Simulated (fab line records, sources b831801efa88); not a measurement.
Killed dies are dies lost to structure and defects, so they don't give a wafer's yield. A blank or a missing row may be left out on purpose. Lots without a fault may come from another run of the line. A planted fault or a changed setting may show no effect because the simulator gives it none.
A struck lot beside a sound one | flow sky130 | 44 steps out of a route of 708
Sound: wafers L152.4, L152.5, L152.6. Struck: wafers L163.1, L163.4, L163.6. The cause comes at the end.
At each step with rows: each side's tool, then ch and its chambers, then its first start. Under that, the readings that differ: sound wafers | struck wafers | difference of the means | sigmas: that difference in standard deviations of wafers without a fault.
alike: readings whose means differ by less than 2 such deviations, and words and numbers that are the same on both sides. not compared: withheld readings, readings that some wafer has no value for, bounds like >300 that may hide the same value, and numbers for which the record gives no deviation and whose values overlap.
The two part at a step that has a row with sigmas, a row that says differs or no value, or rows on one side only. Numbers that don't overlap but have no deviation are shown without sigmas and don't part them. A reading that every wafer of one side lacks parts them only if that side has two wafers or more.

first, 2 steps without rows for these wafers: SKY_DNWELL_DEVELOP_06 (develop time 60 s); SKY_DNWELL_IMPLANT_07.
SKY_DNWELL_STRIP_08: strips in O2/N2.
  sound on plasma_asher-03 ch 0,1, day 3 09:17; struck on plasma_asher-03 ch 0,1, day 5 14:25
  alike: drypump_motor_current_A, oes_product_au, strip_time_to_endpoint_s
  not compared: rf_hours_counter_h
SKY_DNWELL_TW_MEAS_09:
  sound on film_metro-03, day 3 09:23; struck on film_metro-02, day 5 14:31
  reading   | sound          | struck         | difference | sigmas
  DNWELL_TW | 1119 1114 1114 | 1092 1091 1091 | -24        | -2
then, 7 steps without rows for these wafers: SKY_PWDE_DEHYDRATE_00 (time 60 s); SKY_PWDE_HMDS_01 (prime time 60 s); SKY_PWDE_COAT_02 (resist thk 3000 nm); SKY_PWDE_SOFTBAKE_03; SKY_PWDE_EXPOSE_04 (exposes mask PWDEM, target cd 840 nm); SKY_PWDE_PEB_05; SKY_PWDE_DEVELOP_06 (develop time 60 s).
SKY_PWDE_OVL_MEAS_07:
  sound on overlay-01, day 4 01:58; struck on overlay-01, day 6 09:21
  alike: PWDE_OVL
SKY_PWDE_IMPLANT_08:
  sound on implanter-02 ch 0, day 4 02:04; struck on implanter-03 ch 0, day 6 09:23
  reading            | sound                         | struck                       | difference | sigmas
  dose_ions_cm2      | 3.606e+12 3.605e+12 3.602e+12 | 3.041e+12 3.04e+12 3.044e+12 | -5.627e+11 | -99 or more
  faraday_current_uA | 20.6 20.6 20.3                | 17.1 17.3 16.6               | -3.5       | -9
SKY_PWDE_STRIP_09: strips in O2/N2.
  sound on plasma_asher-04 ch 0,1, day 4 02:10; struck on plasma_asher-04 ch 0,1, day 6 09:32
  alike: drypump_motor_current_A, oes_product_au, strip_time_to_endpoint_s
  not compared: rf_hours_counter_h
SKY_PWDE_TW_MEAS_10:
  sound on film_metro-02, day 4 02:16; struck on film_metro-03, day 6 09:38
  reading | sound       | struck      | difference | sigmas
  PWDE_TW | 368 369 370 | 356 356 356 | -13        | -4
then, 7 steps without rows for these wafers: SKY_NWELL_DEHYDRATE_03 (time 60 s); SKY_NWELL_HMDS_04 (prime time 60 s); SKY_NWELL_COAT_05 (resist thk 3000 nm); SKY_NWELL_SOFTBAKE_06; SKY_NWELL_EXPOSE_07 (exposes mask NWM, target cd 840 nm); SKY_NWELL_PEB_08; SKY_NWELL_DEVELOP_09 (develop time 60 s).
SKY_NWELL_OVL_MEAS_10:
  sound on overlay-01, day 4 19:22; struck on overlay-02, day 7 04:54
  alike: NWELL_00_OVL
then, 3 steps without rows for these wafers: SKY_NWELL_IMPLANT_11; SKY_NWELL_IMPLANT_12; SKY_NWELL_IMPLANT_13.
SKY_NWELL_STRIP_14: strips in O2/N2.
  sound on plasma_asher-02 ch 0,1, day 4 19:52; struck on plasma_asher-02 ch 0,1, day 7 05:23
  alike: drypump_motor_current_A, oes_product_au, strip_time_to_endpoint_s
  not compared: rf_hours_counter_h
SKY_NWELL_TW_MEAS_15:
  sound on film_metro-04, day 4 19:58; struck on film_metro-04, day 7 05:29
  alike: NWELL_TW
then, 7 steps without rows for these wafers: SKY_NWELL_DEHYDRATE_16 (time 60 s); SKY_NWELL_HMDS_17 (prime time 60 s); SKY_NWELL_COAT_18 (resist thk 3000 nm); SKY_NWELL_SOFTBAKE_19; SKY_NWELL_EXPOSE_20 (exposes mask NWM COMPLEMENT, target cd 840 nm); SKY_NWELL_PEB_21; SKY_NWELL_DEVELOP_22 (develop time 60 s).
SKY_NWELL_OVL_MEAS_23:
  sound on overlay-02, day 5 13:01; struck on overlay-01, day 8 01:42
  alike: NWELL_01_OVL
then, 1 step without rows for these wafers: SKY_NWELL_IMPLANT_24.
SKY_NWELL_STRIP_25: strips in O2/N2.
  sound on plasma_asher-02 ch 0,1, day 5 13:13; struck on plasma_asher-02 ch 0,1, day 8 01:53
  alike: drypump_motor_current_A, oes_product_au, strip_time_to_endpoint_s
  not compared: rf_hours_counter_h
SKY_NWELL_TW_MEAS_26:
  sound on film_metro-04, day 5 13:19; struck on film_metro-04, day 8 01:59
  alike: NWELL_2_TW
then, 1 step without rows for these wafers: SKY_NWELL_CLEAN_27 (cleans in SC1/SC2, time 150 s).
SKY_NWELL_RTA_28: time 30 s.
  sound on rtp_anneal-01 ch 0, day 5 13:27; struck on rtp_anneal-01 ch 0, day 8 02:06
  alike: lamp_power_pct, ramp_up_c_per_s, wafer_temp_C_max
SKY_NWELL_RS_MEAS_29: measures by four-point-probe.
  sound on film_metro-02, day 5 13:34; struck on film_metro-04, day 8 02:12
  alike: NWELL_RS
SKY_NWELL_RS_MEAS_31: measures by four-point-probe.
  sound on film_metro-02, day 5 13:48; struck on film_metro-04, day 8 02:26
  reading          | sound          | struck         | difference | sigmas
  PWDE_RS (ohm/sq) | 5311 5279 5276 | 6036 6025 6022 | +739       | +37
-- the record jumps here: 41 days lie between the struck wafers' starts before and after (it left off in module NWELL and takes up again in module PAD_OPEN, whose first step shown is number 708 of the route) --
SKY_PAD_OPEN_PROBE_99:
  sound on prober-02, day 46 03:20; struck on prober-01, day 48 17:58
  reading                                   | sound          | struck         | difference | sigmas
  model.etest.res_pwde_under_gate.rs_ohm_sq | 6177 6221 6240 | 7144 7102 7119 | +909       |
  alike: killed_at_M0_to_M3, killed_at_M4_up, killed_at_contacts, killed_at_front_end, killed_at_other, killed_dies, killed_open, killed_short
  not compared: model.etest.res_p_drift_20v.line_ohm_um, model.etest.res_p_drift_20v.rs_ohm_sq

WHERE THEY PART
First at SKY_DNWELL_TW_MEAS_09; last, within this record, at SKY_NWELL_RS_MEAS_31. Later steps at which nothing parts them and some readings are alike: SKY_PAD_OPEN_PROBE_99.

WHY: what the simulator had put in
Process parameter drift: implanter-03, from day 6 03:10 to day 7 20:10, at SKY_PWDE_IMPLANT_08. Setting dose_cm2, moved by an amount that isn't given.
